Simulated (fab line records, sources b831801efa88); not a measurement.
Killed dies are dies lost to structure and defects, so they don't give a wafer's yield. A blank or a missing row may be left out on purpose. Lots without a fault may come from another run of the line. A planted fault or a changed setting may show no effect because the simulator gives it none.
Which tool did it? | flow sky130 | 6 lots, 18 wafers sampled, at 1 step of a route of 708

WHAT THE GAUGES READ, wafer by wafer
SKY_VIA1_OVL_MEAS_13.
lot  | measured     | on         | VIA1_OVL (nm)
L957 | day 34 14:43 | overlay-01 | -10 -9 -6
L959 | day 35 05:00 | overlay-01 | -3 12 1
L965 | day 37 00:19 | overlay-02 | 3 6 2
L971 | day 38 22:58 | overlay-02 | 5 11 6
L975 | day 40 01:55 | overlay-02 | -6 4 -2
L978 | day 40 22:03 | overlay-02 | -5 -7 1

WHICH TOOL RAN EACH LOT (tool, then ch and the chambers of the sampled wafers, then the start)
The record holds no process step before these readings.

THE ANSWER, worked out from the rows above alone
Rule: what is usual is taken from the lots themselves. Put in order of their means at a reading, lots are off if they are a third of the lots or fewer, leave a main group of 4 or more, and stand apart from it by a gap of 3 or more times the standard deviation of the main group's means; of several such gaps the widest counts. A main group whose means are all the same, to the digits that the tables above print for the reading, isn't used. A lot without any number at a reading at which 4 lots or more have one is off too. The other lots that the step has rows for count as sound.
No lot is off at any reading shown: from this, nothing can be told.

WHAT THE SIMULATOR HAD PUT IN
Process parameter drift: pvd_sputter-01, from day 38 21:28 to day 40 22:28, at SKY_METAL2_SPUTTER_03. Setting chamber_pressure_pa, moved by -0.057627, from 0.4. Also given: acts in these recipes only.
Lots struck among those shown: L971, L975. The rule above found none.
